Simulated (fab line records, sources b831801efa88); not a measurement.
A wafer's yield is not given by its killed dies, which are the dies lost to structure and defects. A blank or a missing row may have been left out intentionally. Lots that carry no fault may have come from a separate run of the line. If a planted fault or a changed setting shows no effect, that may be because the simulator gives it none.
fab line records -- flow gf180mcu
record lots=6, wafers=18, last-day=34
route steps=602 shown HV_LDD@207
lots untouched by any fault: they come from a run of this same line in which no faults occurred
start-h: hours from the record's first day to the start of the lot's first wafer shown -- wait-h: time in hours since the lot's previous step -- " the same as in the row above -- L1.1+2: one row covering several wafers at once -- - no value, or no start given -- * or withheld: withheld -- < > ~ a bound
route shown NAME@n: a module of which the file shows steps, and the number in the route of the first -- usual: mean and standard deviation over wafers with no fault -- same: alike in all rows -- chamber/n: place in a boat -- sites: the reading at each site -- _std_site: their standard deviation -- _edge_site: mean of outer sites minus mean of inner sites -- radius-mm: how far each site lies from the wafer's centre -- mask NAME#n: copy n -- behind: tool/chamber where the wafer was last shaped -- hold: why the lot went on hold/how many hours it stayed there/how the hold came to an end -- device: which transistor (n, p or np) failed to switch -- end of line: the tests these same wafers got at the end of their route -- a step given without rows: its recipe and nothing more -- killed: count of dies lost to structure and defects at first sort (not the wafer's yield) -- map: dies across one wafer; x = killed, . = not, _ = none there
set.NAME: the setting the step ran with; set.NAME@STEP: the setting that earlier step ran with -- model.NAME: the simulator's own value behind a step, which no gauge read
a table for each step, a row for each wafer; lots at some steps of the route
services: a tool's chamber out of use, with start hour (start-h, from the record's first day; less than 0 if before it), hours out, and reason
## steps
# step GF_HV_LDD_CD_MEAS_31
# recipe target-cd-nm=400
# usual cd-nm=400.6/2
lot.wafer,tool,chamber,start-h,wait-h,cd-nm
L319.3,cd-sem-01,-,279.94,0.1,400.0
L319.4,cd-sem-01,-,279.94,0.1,397.1
L319.6,cd-sem-01,-,279.94,0.1,397.6
L321.2,cd-sem-02,-,298.27,0.1,403.5
L321.3,cd-sem-02,-,298.27,0.1,401.3
L321.4,cd-sem-02,-,298.27,0.1,401.9
L327.1,cd-sem-01,-,347.20,0.1,403.4
L327.2,cd-sem-01,-,347.20,0.1,403.7
L327.6,cd-sem-01,-,347.20,0.1,403.2
L328.1,cd-sem-01,-,353.39,0.1,399.7
L328.2,cd-sem-01,-,353.39,0.1,401.0
L328.6,cd-sem-01,-,353.39,0.1,399.3
L329.1,cd-sem-01,-,356.72,0.1,400.8
L329.3,cd-sem-01,-,356.72,0.1,399.4
L329.5,cd-sem-01,-,356.72,0.1,398.3
L337.2,cd-sem-01,-,427.86,0.1,402.1
L337.3,cd-sem-01,-,427.86,0.1,402.0
L337.6,cd-sem-01,-,427.86,0.1,402.3
# step GF_HV_LDD_OVL_MEAS_32
# usual HV_LDD_02_OVL=-0.6/1.3
lot.wafer,tool,chamber,start-h,wait-h,HV_LDD_02_OVL[nm]
L319.3,overlay-01,-,280.03,0.1,-1.2
L319.4,overlay-01,-,280.03,0.1,0.5
L319.6,overlay-01,-,280.03,0.1,0.0
L321.2,overlay-02,-,298.37,0.1,0.2
L321.3,overlay-02,-,298.37,0.1,-0.2
L321.4,overlay-02,-,298.37,0.1,-0.4
L327.1,overlay-02,-,347.32,0.1,-3.1
L327.2,overlay-02,-,347.32,0.1,0.7
L327.6,overlay-02,-,347.32,0.1,-1.6
L328.1,overlay-02,-,353.51,0.1,-0.1
L328.2,overlay-02,-,353.51,0.1,-0.1
L328.6,overlay-02,-,353.51,0.1,-1.7
L329.1,overlay-02,-,356.84,0.1,-1.7
L329.3,overlay-02,-,356.84,0.1,-2.5
L329.5,overlay-02,-,356.84,0.1,-1.0
L337.2,overlay-01,-,427.97,0.1,-2.4
L337.3,overlay-01,-,427.97,0.1,-2.0
L337.6,overlay-01,-,427.97,0.1,0.2
# step GF_HV_LDD_IMPLANT_33
# recipe species=P, energy-kev=60, dose-cm2=7.5e+12, tilt-deg=30, rotation-deg=0
# step GF_HV_LDD_IMPLANT_34
# recipe species=P, energy-kev=60, dose-cm2=7.5e+12, tilt-deg=30, rotation-deg=90
# step GF_HV_LDD_IMPLANT_35
# recipe species=P, energy-kev=60, dose-cm2=7.5e+12, tilt-deg=30, rotation-deg=180
# step GF_HV_LDD_IMPLANT_36
# recipe species=P, energy-kev=60, dose-cm2=7.5e+12, tilt-deg=30, rotation-deg=270
# step GF_HV_LDD_STRIP_37
# recipe chemistry=O2/N2, power-w=1400, pressure-mtorr=1500, platen-temp-c=250, o2-flow-sccm=3000, n2-flow-sccm=300, overash-fraction=0.5
# usual drypump-motor-current-A=5.4/0.42, heater-power-w=315/31, oes-product-au=0.716/0.0042, strip-time-to-endpoint-s=12.63/0.046
lot.wafer,tool,chamber,start-h,wait-h,drypump-motor-current-A,heater-power-w,oes-product-au,rf-hours-counter-h,strip-time-to-endpoint-s
L319.3,plasma-asher-04,1,280.69,0.1,5.1,324,0.713,-,12.63
L319.4,plasma-asher-04,0,280.69,0.1,5.8,275,0.715,-,12.63
L319.6,plasma-asher-04,1,280.69,0.1,5.1,319,0.712,-,12.60
L321.2,plasma-asher-01,1,299.00,0.1,5.6,394,0.718,69,12.59
L321.3,plasma-asher-01,1,299.00,0.1,5.6,395,0.718,-,12.57
L321.4,plasma-asher-01,0,299.00,0.1,6.3,336,0.718,-,12.59
L327.1,plasma-asher-04,1,347.95,0.1,5.1,323,0.719,57,12.54
L327.2,plasma-asher-04,0,347.95,0.1,5.9,275,0.713,57,12.58
L327.6,plasma-asher-04,1,347.95,0.1,5.1,319,0.710,-,12.57
L328.1,plasma-asher-02,0,354.15,0.1,5.3,319,0.718,19,12.57
L328.2,plasma-asher-02,1,354.15,0.1,5.0,332,0.719,19,12.63
L328.6,plasma-asher-02,1,354.15,0.1,5.0,329,0.718,-,12.55
L329.1,plasma-asher-04,1,358.01,0.1,5.1,318,0.715,58,12.65
L329.3,plasma-asher-04,1,358.01,0.1,5.1,323,0.711,-,12.64
L329.5,plasma-asher-04,1,358.01,0.1,5.1,317,0.712,-,12.64
L337.2,plasma-asher-04,1,428.60,0.1,5.1,321,0.713,67,12.63
L337.3,plasma-asher-04,1,428.60,0.1,5.1,324,0.713,-,12.70
L337.6,plasma-asher-04,0,428.60,0.1,5.9,282,0.720,-,12.61
# step GF_HV_LDD_TW_MEAS_38
# usual HV_LDD_3_TW=1427/17
lot.wafer,tool,chamber,start-h,wait-h,HV_LDD_3_TW
L319.3,film-metro-01,-,280.77,0.1,1429
L319.4,film-metro-01,-,280.77,0.1,1430
L319.6,film-metro-01,-,280.77,0.1,1436
L321.2,film-metro-01,-,299.11,0.1,1432
L321.3,film-metro-01,-,299.11,0.1,1423
L321.4,film-metro-01,-,299.11,0.1,1426
L327.1,film-metro-04,-,348.05,0.1,1438
L327.2,film-metro-04,-,348.05,0.1,1445
L327.6,film-metro-04,-,348.05,0.1,1440
L328.1,film-metro-03,-,354.25,0.1,1409
L328.2,film-metro-03,-,354.25,0.1,1410
L328.6,film-metro-03,-,354.25,0.1,1417
L329.1,film-metro-04,-,358.11,0.1,1454
L329.3,film-metro-04,-,358.11,0.1,1442
L329.5,film-metro-04,-,358.11,0.1,1449
L337.2,film-metro-01,-,428.71,0.1,1426
L337.3,film-metro-01,-,428.71,0.1,1424
L337.6,film-metro-01,-,428.71,0.1,1427
# step GF_HV_LDD_DEHYDRATE_39
# recipe temp-c=200, time-s=60
# step GF_HV_LDD_HMDS_40
# recipe prime-time-s=60, prime-temp-c=120
# step GF_HV_LDD_COAT_41
# recipe resist=NOVOLAK, spin-rpm=3000, resist-thk-nm=1000
# step GF_HV_LDD_SOFTBAKE_42
# recipe temp-c=90, time-s=60, resist=NOVOLAK
# step GF_HV_LDD_EXPOSE_43
# recipe mask-id=Pplus_HV_AREA, target-cd-nm=400, na=0.6, source-shape=conventional, sigma-outer=0.6, dose-mj=140
# usual exposure-dose-mJ-cm2=139.99/0.14, focus-offset-nm=0.0/0.51
lot.wafer,tool,chamber,start-h,wait-h,mask,exposure-dose-mJ-cm2,focus-offset-nm,model.HV_LDD.overlay-y-nm,model.HV_LDD.overlay-x-nm
L319.3,iline-stepper-02,0,291.24,-,Pplus_HV_AREA#0,139.99,-0.1,0.03973,-1.238
L319.4,iline-stepper-02,0,291.24,-,Pplus_HV_AREA#0,140.21,-0.3,0.03973,-1.238
L319.6,iline-stepper-02,0,291.24,-,Pplus_HV_AREA#0,140.05,0.7,0.03973,-1.238
L321.2,iline-stepper-01,0,309.51,-,Pplus_HV_AREA#0,140.06,-1.1,0.8258,-0.3871
L321.3,iline-stepper-01,0,309.51,-,Pplus_HV_AREA#0,140.00,0.4,0.8258,-0.3871
L321.4,iline-stepper-01,0,309.51,-,Pplus_HV_AREA#0,139.84,-0.3,0.8258,-0.3871
L327.1,iline-stepper-01,-,358.87,-,Pplus_HV_AREA#0,-,-,-0.3595,-1.286
L327.2,iline-stepper-01,-,358.87,-,Pplus_HV_AREA#0,-,-,-0.3595,-1.286
L327.6,iline-stepper-01,-,358.87,-,Pplus_HV_AREA#0,-,-,-0.3595,-1.286
L328.1,iline-stepper-02,-,365.35,-,Pplus_HV_AREA#0,-,-,0.9488,-0.6764
L328.2,iline-stepper-02,-,365.35,-,Pplus_HV_AREA#0,-,-,0.9488,-0.6764
L328.6,iline-stepper-02,-,365.35,-,Pplus_HV_AREA#0,-,-,0.9488,-0.6764
L329.1,iline-stepper-02,0,369.25,-,Pplus_HV_AREA#0,140.15,0.2,0.2946,-2.214
L329.3,iline-stepper-02,0,369.25,-,Pplus_HV_AREA#0,140.06,0.8,0.2946,-2.214
L329.5,iline-stepper-02,0,369.25,-,Pplus_HV_AREA#0,139.91,0.6,0.2946,-2.214
L337.2,iline-stepper-02,0,440.67,-,Pplus_HV_AREA#0,139.80,0.1,-0.1512,-0.8943
L337.3,iline-stepper-02,0,440.67,-,Pplus_HV_AREA#0,139.93,1.2,-0.1512,-0.8943
L337.6,iline-stepper-02,0,440.67,-,Pplus_HV_AREA#0,139.98,-0.1,-0.1512,-0.8943
# step GF_HV_LDD_PEB_44
# recipe temp-c=withheld, time-s=*, resist=NOVOLAK
## services
tool,chamber,start-h,hours,kind
plasma-asher-02,-,269.20,20.8,repair
iline-stepper-01,-,274.50,2.3,repair
iline-stepper-02,0,276.85,-,calibration
iline-stepper-01,0,296.59,-,calibration
iline-stepper-02,-,300.98,3.9,repair
iline-stepper-01,-,312.17,1.7,pm
plasma-asher-01,-,364.93,80.9,repair
plasma-asher-02,-,369.05,0.8,repair
iline-stepper-01,-,408.41,4.4,repair
iline-stepper-01,-,409.26,1.4,repair
iline-stepper-01,-,410.13,1.2,repair
plasma-asher-04,-,416.42,1.3,repair
## key
first-sign step=GF_HV_LDD_EXPOSE_43, reading=tool-record, direction=missing
effect none on later readings
model-effect step=GF_HV_LDD_EXPOSE_43, value=HV_LDD.overlay-y-nm, without=-1.035, struck=0.2946
met-at GF_HV_LDD_EXPOSE_43
struck-wafers L327.1,L327.2,L327.6,L328.1,L328.2,L328.6
later-rows-left-out L327.1,L327.2,L327.6,L328.1,L328.2,L328.6
sort-left-out L327.1,L327.2,L327.6,L328.1,L328.2,L328.6
tester-left-out L327,L328
onset-between 309.51 358.87
fault kind=skipped-step-whole, tool=iline-stepper-01,iline-stepper-02, chamber=-, onset-h=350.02, steps=GF_HV_LDD_EXPOSE_43, scope=struck-lots-only
# tester-left-out: of these lots the tester's yield and bins aren't shown, on N5 and GAA mostly nor the transistor test; their killed dies are dies lost to structure and defects alone, not to doping, threshold or leakage, so they don't give the yield
# sort-left-out: the simulated sort isn't trusted on such a fault, so these wafers' sort isn't shown, and their yield isn't known
# later-rows-left-out: the simulator's readings of these wafers behind a module that went badly wrong aren't trusted and aren't shown, but for the sort
